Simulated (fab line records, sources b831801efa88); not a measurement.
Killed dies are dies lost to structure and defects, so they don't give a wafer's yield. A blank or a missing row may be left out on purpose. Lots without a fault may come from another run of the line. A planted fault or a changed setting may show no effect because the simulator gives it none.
Which tool did it? | flow sky130 | 6 lots, 18 wafers sampled, at 2 steps of a route of 708

WHAT THE GAUGES READ, wafer by wafer
SKY_LOCAL_INTERCONNECT_CD_MEAS_11: target cd 170 nm.
lot  | measured     | on        | cd_nm (nm)
L865 | day 30 08:51 | cd_sem-01 | 169.3 168.4 170.2
L869 | day 32 12:19 | cd_sem-02 | 169.5 170.3 169.8
L878 | day 35 07:16 | cd_sem-01 | 169.6 171.2 171.5
L879 | day 35 16:37 | cd_sem-02 | 170.5 171.7 171.1
L883 | day 36 08:02 | cd_sem-02 | 170.6 172.3 171.0
L885 | day 36 23:59 | cd_sem-01 | 172.0 173.1 171.4

WHICH TOOL RAN EACH LOT (tool, then ch and the chambers of the sampled wafers, then the start)
lot  | SKY_POLY_CUT_ETCH_10
L865 | rie_diel-01 ch 2,3, day 24 05:59
L869 | rie_diel-01 ch 0,1,2, day 26 13:40
L878 | rie_diel-02 ch 0,2,3, day 29 13:13
L879 | rie_diel-03 ch 0,1,2, day 30 00:13
L883 | rie_diel-03 ch 0,2,3, day 30 15:49
L885 | rie_diel-02 ch 1,3, day 31 09:56
- SKY_POLY_CUT_ETCH_10: etches BARC in N2/H2, stops on SiO2, time 45.9 s, target depth 60 nm.

THE ANSWER, worked out from the rows above alone
Rule: what is usual is taken from the lots themselves. Put in order of their means at a reading, lots are off if they are a third of the lots or fewer, leave a main group of 4 or more, and stand apart from it by a gap of 3 or more times the standard deviation of the main group's means; of several such gaps the widest counts. A main group whose means are all the same, to the digits that the tables above print for the reading, isn't used. A lot without any number at a reading at which 4 lots or more have one is off too. The other lots that the step has rows for count as sound.
No lot is off at any reading shown: from this, nothing can be told.

WHAT THE SIMULATOR HAD PUT IN
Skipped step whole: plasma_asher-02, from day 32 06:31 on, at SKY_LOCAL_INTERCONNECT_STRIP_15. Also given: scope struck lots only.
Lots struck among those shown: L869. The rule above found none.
